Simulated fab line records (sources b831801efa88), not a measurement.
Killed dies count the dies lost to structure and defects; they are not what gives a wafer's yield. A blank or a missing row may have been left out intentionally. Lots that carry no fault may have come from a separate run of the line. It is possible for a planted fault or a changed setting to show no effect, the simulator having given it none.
8D (eight disciplines) problem report, filled in by code	flow sky130	the parts of the form that need people (team, actions taken, sign-off) are left out

== 1. PROBLEM STATEMENT ==
Across 6 wafers from 2 lots, SONOS_ONO_CVD_02_THK at SKY_SONOS_ONO_THK_MEAS_03 averages 18.96 nm, while fault-free wafers read 10.53 nm with a standard deviation of 0.15. That is +56 standard deviations from the usual mean.
Seen first at day 16 22:15 on film-metro-02, wafer L736.1. The record holds 36 wafers of 12 lots with a number at this step. The rule behind "out" and "out of limits": a value lying over 4 standard deviations away from the usual mean. The rest of the wafers with a number are treated as sound.

== 2. WHAT IT IS, WHAT IT ISN'T ==
question	is	is not
which readings at this step	SONOS_ONO_CVD_02_THK	-
which lots	L736, L737	L720, L721, L722, L723, L724, L725, L727, L730, L732, L735
which wafers of those lots	all that have a number	-
read on which gauges	film-metro-02, film-metro-04	film-metro-01
when	from day 16 22:15	up to then (30 sound wafers)

== 3. WHAT RULES OUT EACH SUSPECT ==
Counting: a tool stays on the suspect list if, at a process step up to the reading, it processed all lots that are out and no sound lot following the first of them.
- the gauge at SKY_SONOS_ONO_THK_MEAS_03: ruled out. The wafers that are out were read on 2 gauges (film-metro-02, film-metro-04).
- plasma-asher-04 at SKY_VT_ADJUST_HVTP_STRIP_10 (strips in O2/N2): kept. Every lot that is out went through it, starting with L736 (day 10 10:13), and after that it ran no sound lot; the last sound lot it ran before then is L724 (day 7 07:47).
- lpcvd-02 at SKY_SONOS_ONO_CVD_02 (deposits Si3N4 from DCS/NH3, target thk 10.5 nm, time 180 s): kept. Every lot that is out went through it, starting with L736 (day 16 21:12), and after that it ran no sound lot; the last sound lot it ran before then is L735 (day 16 09:06).
Left after counting: plasma-asher-04 at SKY_VT_ADJUST_HVTP_STRIP_10, lpcvd-02 at SKY_SONOS_ONO_CVD_02.

== 4. THE CAUSE (what the simulator had put in) ==
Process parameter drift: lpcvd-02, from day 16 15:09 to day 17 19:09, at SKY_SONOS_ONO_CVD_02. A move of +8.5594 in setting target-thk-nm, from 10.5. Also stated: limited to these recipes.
Of the 2 suspects that counting leaves, this tool is one.

== 5. THE CHAIN OF EFFECTS, in route order ==
Each row: a reading whose mean over the struck wafers that have a number lies more than 3 standard deviations from the usual. Scope: only readings with a usual standard deviation given in the record; hours: median across lots of the time from each lot's start at the first step in this table that gives one to its start at this step; sigmas: change in usual standard deviations.
hours	step	reading	usual	on struck wafers	change	sigmas
0	SKY_SONOS_ONO_THK_MEAS_03	SONOS_ONO_CVD_02_THK	10.53 nm	18.96	+8.43	+56

== 6. WHAT WOULD HAVE CAUGHT IT SOONER ==
In this record the first reading out of limits at a measuring or inspecting step was taken at day 16 22:15, 7 hours after the fault began at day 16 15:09.
Of the lots that are out (2), L737 began SKY_SONOS_ONO_CVD_02 on lpcvd-02 after day 16 22:15. A hold on the tool at that time would have spared it.
